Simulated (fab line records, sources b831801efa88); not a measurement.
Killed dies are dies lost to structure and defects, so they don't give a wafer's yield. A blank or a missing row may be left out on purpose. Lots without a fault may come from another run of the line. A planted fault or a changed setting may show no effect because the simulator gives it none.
Chamber matching | flow sfq_line | SFQ_TRILAYER_I7_CMP_CMP_184 on cmp-02: 4 sister chambers
The step polishes SiO2. 4 wafers are shown with their chamber, then 9 later ones without.

WAFERS WITH THEIR CHAMBER
wafer  | chamber | motor_current_A (A)
L911.2 | 1       | 9.1
L914.3 | 0       | 10.7
L914.4 | 3       | 10.4
L914.6 | 2       | 9.6

WAFERS WITHOUT THEIR CHAMBER
wafer  | motor_current_A (A)
L916.1 | 9.8
L916.5 | 10.5
L916.6 | 9.0
L920.2 | 9.8
L920.1 | 10.1
L920.3 | 8.9
L921.1 | 8.7
L921.4 | 9.6
L921.5 | 9.3

WHICH CHAMBER EACH WENT THROUGH
wafer  | from the rows above          | in truth
L916.1 | can't be placed: 2 or 3      | 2
L916.5 | can't be placed: 3 or 0      | 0
L916.6 | 1                            | 1
L920.2 | can't be placed: 2 or 3      | 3
L920.1 | can't be placed: 3 or 2 or 0 | 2
L920.3 | 1                            | 1
L921.1 | 1                            | 1
L921.4 | 2                            | 2
L921.5 | can't be placed: 1 or 2      | 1
Placed correctly: 4 of 9. Can't be placed from these rows: 5 (the true chamber is among the candidates in 5). Placed wrongly: 0.
How it was worked out, from the rows above alone: a wafer's distance from a chamber is the root of the sum, over the readings, of the square of ((its reading less the chamber's mean) divided by the reading's scatter). The wafer belongs to the nearest chamber; if the next one is less than 2 further off, it can't be placed. A chamber's mean is the mean of its shown wafers. The scatter: with one shown wafer a chamber, the root of the mean of the squares of how far each hidden wafer lies from its nearest shown one.
